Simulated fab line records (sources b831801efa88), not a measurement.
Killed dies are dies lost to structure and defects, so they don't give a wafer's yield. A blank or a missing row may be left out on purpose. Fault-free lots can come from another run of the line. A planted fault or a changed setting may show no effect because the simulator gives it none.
Which tool is to blame?    flow sky130    45 wafers from 15 lots sampled at 2 of the route's 708 steps

WHAT EACH GAUGE READ, for each wafer
SKY_CONTACT_OVL_MEAS_15.
lot   measured      on          CONTACT_OVL (nm)
L299  day 31 18:29  overlay-02  -2 2 -4
L301  day 33 09:36  overlay-01  -6 -1 -6
L302  day 33 10:44  overlay-01  2 2 4
L300  day 33 11:28  overlay-02  1 -3 8
L303  day 33 11:39  overlay-02  0 -2 4
L305  day 33 22:40  overlay-01  3 -2 -4
L306  day 33 23:33  overlay-01  -1 0 3
L308  day 34 21:09  overlay-02  7 1 4
L312  day 36 03:55  overlay-01  -7 -6 -2
L314  day 36 17:57  overlay-02  -1 4 9
L315  day 36 18:58  overlay-01  -3 -4 -3
L316  day 37 16:31  overlay-02  -3 -2 -3
L319  day 38 04:26  overlay-01  0 0 3
L320  day 38 11:17  overlay-01  -8 3 -4
L321  day 38 16:00  overlay-02  -4 -10 -10

TOOL THAT RAN EACH LOT (tool first, then ch and the chambers of the sampled wafers, then the start)
lot   SKY_POLY_CUT_STRIP_12
L299  plasmaAsher-02 ch 0,1, day 24 12:50
L301  plasmaAsher-02 ch 0,1, day 26 04:28
L302  plasmaAsher-01 ch 0, day 26 04:33
L300  plasmaAsher-04 ch 0,1, day 26 04:35
L303  plasmaAsher-02 ch 0,1, day 26 04:54
L305  plasmaAsher-02 ch 0,1, day 26 18:37
L306  plasmaAsher-02 ch 0,1, day 26 23:11
L308  plasmaAsher-04 ch 0, day 27 20:53
L312  plasmaAsher-04 ch 0,1, day 29 03:20
L314  plasmaAsher-04 ch 0,1, day 29 19:58
L315  plasmaAsher-04 ch 0,1, day 29 21:27
L316  plasmaAsher-01 ch 0,1, day 30 20:25
L319  plasmaAsher-01 ch 0,1, day 31 08:03
L320  plasmaAsher-04 ch 0,1, day 31 17:10
L321  plasmaAsher-04 ch 0,1, day 31 23:19
- SKY_POLY_CUT_STRIP_12: strips in O2/N2.

WHAT THE TOOLS THEMSELVES READ (means of the sampled wafers that have a number; where no wafer has one, the mark that the record gives instead)
SKY_POLY_CUT_STRIP_12.
lot   tool            drypumpMotorCurrentA (A)  n2FlowSccm (sccm)  oesProductAu (a.u.)  stripTimeToEndpointS (s)
L299  plasmaAsher-02  5.7                       300.0              0.449                5.353
L301  plasmaAsher-02  5.5                       300.5              0.455                5.368
L302  plasmaAsher-01  5.3                       300.1              0.455                5.356
L300  plasmaAsher-04  5.4                       299.5              0.449                5.359
L303  plasmaAsher-02  5.4                       299.5              0.451                5.337
L305  plasmaAsher-02  5.7                       300.2              0.449                5.366
L306  plasmaAsher-02  5.4                       300.2              0.451                5.357
L308  plasmaAsher-04  6.1                       299.9              0.453                5.379
L312  plasmaAsher-04  5.8                       299.3              0.455                5.394
L314  plasmaAsher-04  5.5                       298.7              0.453                5.367
L315  plasmaAsher-04  5.5                       300.1              0.461                5.399
L316  plasmaAsher-01  6.1                       300.1              0.449                5.376
L319  plasmaAsher-01  5.7                       300.3              0.454                5.370
L320  plasmaAsher-04  5.8                       300.7              0.449                5.359
L321  plasmaAsher-04  5.8                       299.9              0.451                5.355

THE ANSWER, worked out from the rows above alone
Rule: the usual values come from the lots themselves. Put in order of their means at a reading, lots are off if they are a third of the lots or fewer, leave a main group of 4 or more, and stand apart from it by a gap of 3 or more times the standard deviation of the main group's means; of several such gaps the widest counts. A main group is skipped when, at the precision printed for the reading in the tables above, its means are all equal. A lot without any number at a reading at which 4 lots or more have one is off too. Where the step has rows for the other lots, those lots are counted as sound. First the gauges in route order, then the tools' own readings, where a lot's mean is used as printed above. The first step at which some lot is off is used, and at that step the reading that is off furthest; a lot without a number counts as furthest.
No lot is off on any of the readings shown, so nothing can be concluded from this.

WHAT WAS PUT IN BY THE SIMULATOR
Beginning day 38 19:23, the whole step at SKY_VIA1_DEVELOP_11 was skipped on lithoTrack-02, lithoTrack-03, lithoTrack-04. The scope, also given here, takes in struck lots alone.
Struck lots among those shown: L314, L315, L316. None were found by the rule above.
